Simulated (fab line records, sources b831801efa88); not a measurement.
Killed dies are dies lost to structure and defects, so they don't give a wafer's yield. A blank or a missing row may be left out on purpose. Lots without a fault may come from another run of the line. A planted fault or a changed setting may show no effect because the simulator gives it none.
Chamber matching | flow gf180mcu | GF_V5_CMP_04 on cmp-01: 4 sister chambers
The step polishes SiO2. 33 wafers are shown with their chamber, then 12 later ones without.

WAFERS WITH THEIR CHAMBER
wafer  | chamber | motor_current_A (A)
L075.4 | 0       | 10.4
L075.5 | 2       | 12.9
L075.6 | 1       | 12.0
L078.1 | 3       | 12.3
L078.4 | 2       | 12.4
L078.5 | 1       | 11.6
L079.1 | 1       | 12.1
L079.3 | 3       | 12.9
L079.6 | 2       | 12.4
L080.4 | 3       | 13.8
L080.5 | 1       | 11.1
L080.6 | 2       | 12.9
L083.3 | 1       | 11.6
L083.4 | 0       | 10.9
L083.6 | 1       | 11.5
L086.1 | 1       | 12.0
L086.4 | 2       | 12.1
L086.5 | 2       | 12.5
L086.2 | 3       | 13.1
L086.3 | 0       | 10.8
L086.6 | 3       | 13.3
L087.1 | 3       | 14.1
L087.3 | 0       | 10.3
L087.4 | 1       | 11.2
L088.2 | 2       | 11.8
L088.5 | 3       | 13.9
L088.6 | 2       | 12.7
L088.1 | 0       | 10.3
L088.3 | 1       | 12.2
L088.4 | 3       | 12.8
L090.2 | 2       | 12.6
L090.3 | 3       | 12.3
L090.6 | 0       | 10.0

SIGNATURES (means of the wafers above)
reading         | chamber 0 | chamber 1 | chamber 2 | chamber 3 | scatter within a chamber
motor_current_A | 10.450    | 11.700    | 12.478    | 13.167    | 0.47
Rule: a wafer's distance from a chamber is the root of the sum, over the readings, of the square of ((its reading less the chamber's mean) divided by the reading's scatter). The wafer belongs to the nearest chamber; if the next one is less than 2 further off, it can't be placed. The scatter: the root of (the sum of the squares of (reading less its chamber's mean) over the shown wafers, divided by (wafers less chambers)).

WAFERS WITHOUT THEIR CHAMBER
wafer  | motor_current_A (A)
L090.1 | 11.5
L090.4 | 10.9
L090.5 | 13.8
L091.1 | 12.6
L091.3 | 13.6
L091.6 | 13.3
L092.1 | 11.6
L092.2 | 11.3
L092.6 | 10.8
L092.3 | 11.5
L092.4 | 13.0
L092.5 | 12.3

WHICH CHAMBER EACH WENT THROUGH
wafer  | from the rows above          | in truth
L090.1 | can't be placed: 1 or 2 or 0 | 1
L090.4 | can't be placed: 0 or 1      | 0
L090.5 | can't be placed: 3 or 2      | 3
L091.1 | can't be placed: 2 or 3 or 1 | 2
L091.3 | can't be placed: 3 or 2      | 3
L091.6 | can't be placed: 3 or 2      | 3
L092.1 | can't be placed: 1 or 2      | 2
L092.2 | can't be placed: 1 or 0 or 2 | 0
L092.6 | can't be placed: 0 or 1      | 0
L092.3 | can't be placed: 1 or 2 or 0 | 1
L092.4 | can't be placed: 3 or 2      | 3
L092.5 | can't be placed: 2 or 1 or 3 | 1
Placed correctly: 0 of 12. Can't be placed from these rows: 12 (the true chamber is among the candidates in 12). Placed wrongly: 0.
